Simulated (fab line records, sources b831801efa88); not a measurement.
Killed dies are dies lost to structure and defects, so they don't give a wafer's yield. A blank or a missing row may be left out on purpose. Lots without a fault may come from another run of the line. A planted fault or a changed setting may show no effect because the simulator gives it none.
Chamber matching | flow sky130 | SKY_FIELD_ISO_ETCH_17 on rie_si-02: 4 sister chambers
The step etches Si in HBr/Cl2/O2, target depth 342 nm, time 97.7 s. 4 wafers are shown with their chamber, then 7 later ones without.

WAFERS WITH THEIR CHAMBER
wafer  | chamber | drypump_motor_current_A (A)
L803.2 | 3       | 5.66
L804.3 | 1       | 5.91
L804.4 | 0       | 5.47
L804.6 | 2       | 5.07

WAFERS WITHOUT THEIR CHAMBER
wafer  | drypump_motor_current_A (A)
L805.5 | 5.07
L805.6 | 5.47
L806.3 | 5.07
L808.1 | 5.66
L819.2 | 5.89
L819.3 | 5.70
L819.5 | 5.08

WHICH CHAMBER EACH WENT THROUGH
wafer  | from the rows above | in truth
L805.5 | 2                   | 2
L805.6 | 0                   | 0
L806.3 | 2                   | 2
L808.1 | 3                   | 3
L819.2 | 1                   | 1
L819.3 | 3                   | 3
L819.5 | 2                   | 2
Placed correctly: 7 of 7. Can't be placed from these rows: 0. Placed wrongly: 0.
How it was worked out, from the rows above alone: a wafer's distance from a chamber is the root of the sum, over the readings, of the square of ((its reading less the chamber's mean) divided by the reading's scatter). The wafer belongs to the nearest chamber; if the next one is less than 2 further off, it can't be placed. A chamber's mean is the mean of its shown wafers. The scatter: with one shown wafer a chamber, the root of the mean of the squares of how far each hidden wafer lies from its nearest shown one.
